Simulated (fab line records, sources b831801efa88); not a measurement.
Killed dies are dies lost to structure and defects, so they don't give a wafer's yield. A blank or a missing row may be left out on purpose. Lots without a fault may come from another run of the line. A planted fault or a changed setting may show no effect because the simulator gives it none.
Chamber matching | flow gf180mcu | GF_POLY_GATE_ETCH_12 on rie_diel-02: 4 sister chambers
The step etches BARC in N2/H2. 4 wafers are shown with their chamber, then 9 later ones without.

WAFERS WITH THEIR CHAMBER
wafer  | chamber | drypump_motor_current_A (A)
L079.3 | 0       | 5.2
L086.5 | 2       | 6.3
L090.4 | 1       | 6.6
L090.5 | 3       | 6.1

WAFERS WITHOUT THEIR CHAMBER
wafer  | drypump_motor_current_A (A)
L092.1 | 6.0
L092.2 | 5.2
L092.3 | 6.4
L093.1 | 6.6
L093.3 | 6.3
L093.6 | 6.4
L094.1 | 6.0
L094.4 | 6.5
L094.5 | 6.1

WHICH CHAMBER EACH WENT THROUGH
wafer  | from the rows above     | in truth
L092.1 | 3                       | 3
L092.2 | 0                       | 0
L092.3 | can't be placed: 2 or 1 | 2
L093.1 | 1                       | 1
L093.3 | 2                       | 2
L093.6 | can't be placed: 2 or 1 | 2
L094.1 | 3                       | 3
L094.4 | can't be placed: 1 or 2 | 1
L094.5 | 3                       | 3
Placed correctly: 6 of 9. Can't be placed from these rows: 3 (the true chamber is among the candidates in 3). Placed wrongly: 0.
How it was worked out, from the rows above alone: a wafer's distance from a chamber is the root of the sum, over the readings, of the square of ((its reading less the chamber's mean) divided by the reading's scatter). The wafer belongs to the nearest chamber; if the next one is less than 2 further off, it can't be placed. A chamber's mean is the mean of its shown wafers. The scatter: with one shown wafer a chamber, the root of the mean of the squares of how far each hidden wafer lies from its nearest shown one.
